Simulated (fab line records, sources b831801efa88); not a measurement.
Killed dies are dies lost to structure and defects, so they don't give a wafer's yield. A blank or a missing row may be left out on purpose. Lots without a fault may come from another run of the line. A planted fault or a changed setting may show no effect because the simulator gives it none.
One fault seen from 2 desks | flow gf180mcu | each desk has only its own numbers; what lay behind them comes last

THE METROLOGY DESK
What the gauges read, lot by lot, whatever tool the lot ran on: means of the sampled wafers that have a number. A lot is out of limits, marked OUT, if its mean lies more than 4 standard deviations from the usual mean; the brackets give that distance.
Columns: A = V4_W_RS at GF_V4_RS_MEAS_24, usual 0.3293 ohm/sq; B = V4_W_THK at GF_V4_THK_MEAS_25, usual 358 nm; C = MIM_CVD_05_THK at GF_MIM_THK_MEAS_06, usual 42.1 nm
lot  | first seen here | A      | B   | C
L847 | day 25 22:21    | 0.3294 | 354 | 41.7
L852 | day 27 14:11    | 0.3253 | 362 | 41.9
L854 | day 28 06:04    | 0.3306 | 353 | 42.8
L859 | day 29 11:04    | 0.3313 | 360 | 42.7
L865 | day 31 06:44    | 0.3315 | 355 | 42.4
L867 | day 31 16:13    | 0.3259 | 361 | 42.7
This desk's finding: nothing out of limits on any of the 6 lots.

THE TOOL OWNER'S DESK: pvd_sputter-01
The tool's own readings at GF_MIM_SPUTTER_07 (material TiN, target thk 60 nm, time 50 s): means of the sampled wafers that have a number, for each lot that ran on this tool. A lot is out of limits, marked OUT, if its mean lies more than 4 standard deviations from the usual mean; the brackets give that distance.
Columns: A = chamber_pressure_pa at GF_MIM_SPUTTER_07, usual 0.4000 Pa; B = throttle_valve_pct at GF_MIM_SPUTTER_07, usual 29.5 %
lot  | first seen here | A      | B
L847 | day 25 23:08    | 0.3995 | 30.1
L852 | day 27 14:59    | 0.4000 | 30.1
L854 | day 28 06:48    | 0.4004 | 30.2
This desk's finding: nothing out of limits on any of the 3 lots.

PUT TOGETHER
The metrology desk saw nothing out of limits.
The tool owner's desk saw nothing out of limits.

WHAT THE SIMULATOR HAD PUT IN
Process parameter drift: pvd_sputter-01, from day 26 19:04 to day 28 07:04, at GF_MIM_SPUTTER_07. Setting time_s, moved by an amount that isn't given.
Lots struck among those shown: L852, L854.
